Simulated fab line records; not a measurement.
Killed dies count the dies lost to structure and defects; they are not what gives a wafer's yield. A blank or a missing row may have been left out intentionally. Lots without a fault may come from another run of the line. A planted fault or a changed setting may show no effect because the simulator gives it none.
A lot that was struck, set against a sound lot / flow gf180mcu / 17 out of 602 route steps
Sound: the wafers L439.2, L439.3, L439.5. Struck: wafer L427.6. (L427.4, L427.5 of the same lot were not struck and are left out.) The cause comes at the end.
Order at every step that has rows: each side's tool, ch and its chambers, its first start. Under that, the readings that differ: sound wafers / struck wafers / difference of the means / sigmas: that difference in standard deviations of wafers without a fault.
alike: readings with means less than 2 such deviations apart, plus words and numbers identical on both sides. not compared: withheld readings, readings lacking a value on some wafer, bounds such as >300 that could conceal the same value, and numbers that have no deviation in the record and whose values overlap.
The two part at a step that has a row with sigmas, a row that says differs or no value, or rows on one side only. Numbers that have no deviation but don't overlap get no sigmas and don't part them. Lack of a reading on every wafer of one side parts them only where that side has two or more wafers.

first, 3 steps without rows for these wafers: GF_V2_EXPOSE_11 (exposes mask Via2, target cd 260 nm); GF_V2_PEB_12 (peb time 90 s); GF_V2_DEVELOP_13 (develop time 60 s).
GF_V2_CD_MEAS_14: target cd 260 nm.
  struck on cd_sem-01, day 22 18:47; sound on cd_sem-01, day 26 12:02
  alike: cd_nm
GF_V2_OVL_MEAS_15:
  struck on overlay-01, day 22 18:52; sound on overlay-01, day 26 12:09
reading=V2_OVL (nm); sound=14 13 16; struck=0; difference=-14; sigmas=-3
GF_V2_ETCH_16: etches BARC in N2/H2.
  sound on rie_diel-01 ch 0,3, day 26 12:11; struck on rie_diel-04 ch 3, day 22 18:53
  alike: drypump_motor_current_A, oes_product_au, throttle_valve_pct
then, 1 step without rows for these wafers: GF_V2_ETCH_17 (etches SiO2 in C4F8/O2/Ar, stops on TiN, target depth 630 nm).
GF_V2_STRIP_18: strips in O2/N2.
  sound on plasma_asher-03 ch 0,1, day 26 12:19; struck on plasma_asher-01 ch 0, day 22 19:02
  alike: drypump_motor_current_A, heater_power_w, oes_product_au
  not compared: rf_hours_counter_h
then, 2 steps without rows for these wafers: GF_V2_STRIP_19 (strips in post etch residue remover, time 1200 s); GF_V2_CLEAN_20 (cleans in DIW).
GF_V2_SPUTTER_21: material Ti, target thk 15 nm, time 80.02 s.
  struck on pvd_sputter-04, day 22 19:53; sound on pvd_sputter-04, day 26 12:50
  alike: throttle_valve_pct
GF_V2_SPUTTER_22: material TiN, target thk 10 nm, time 40 s.
  struck on pvd_sputter-04, day 22 19:57; sound on pvd_sputter-04, day 26 12:54
  alike: throttle_valve_pct
GF_V2_CVD_23: deposits W, target thk 350 nm, time 104.94 s.
  sound on cvd_w-02 ch 0,1, day 26 12:56; struck on cvd_w-02 ch 1, day 22 20:02
reading=model.W_of_V2_CVD_23.thk_nm (nm); sound=346.4 345 344.8; struck=310.8; difference=-34.6; sigmas=
  alike: heater_power_w
GF_V2_RS_MEAS_24: uses a four-point probe to measure.
  struck on film_metro-03, day 22 20:10; sound on film_metro-04, day 26 13:04
reading=V2_W_RS (ohm/sq); sound=0.3299 0.3311 0.3323; struck=0.3680; difference=+0.0369; sigmas=+12
GF_V2_THK_MEAS_25: measures by xrf.
  struck on film_metro-03, day 22 20:15; sound on film_metro-04, day 26 13:11
reading=V2_W_THK (nm); sound=338 336 336; struck=306; difference=-31; sigmas=-5
GF_V2_CMP_26: polishes, stops on SiO2, t overpolish 15 s, target thk 0 nm.
  sound on cmp-01 ch 1,2,3, day 26 13:27; struck on cmp-02 ch 2, day 22 20:20
reading=time_to_endpoint_s (s); sound=88 92 89; struck=76; difference=-14; sigmas=-3
  alike: motor_current_A
GF_PASSIVATION_PROBE_99:
  the record holds rows for the sound wafers here (prober-01, day 33 20:44) but none for the struck ones

## WHERE THEY PART
First at GF_V2_OVL_MEAS_15; last, within this record, at GF_PASSIVATION_PROBE_99.

WHY: what the simulator had put in
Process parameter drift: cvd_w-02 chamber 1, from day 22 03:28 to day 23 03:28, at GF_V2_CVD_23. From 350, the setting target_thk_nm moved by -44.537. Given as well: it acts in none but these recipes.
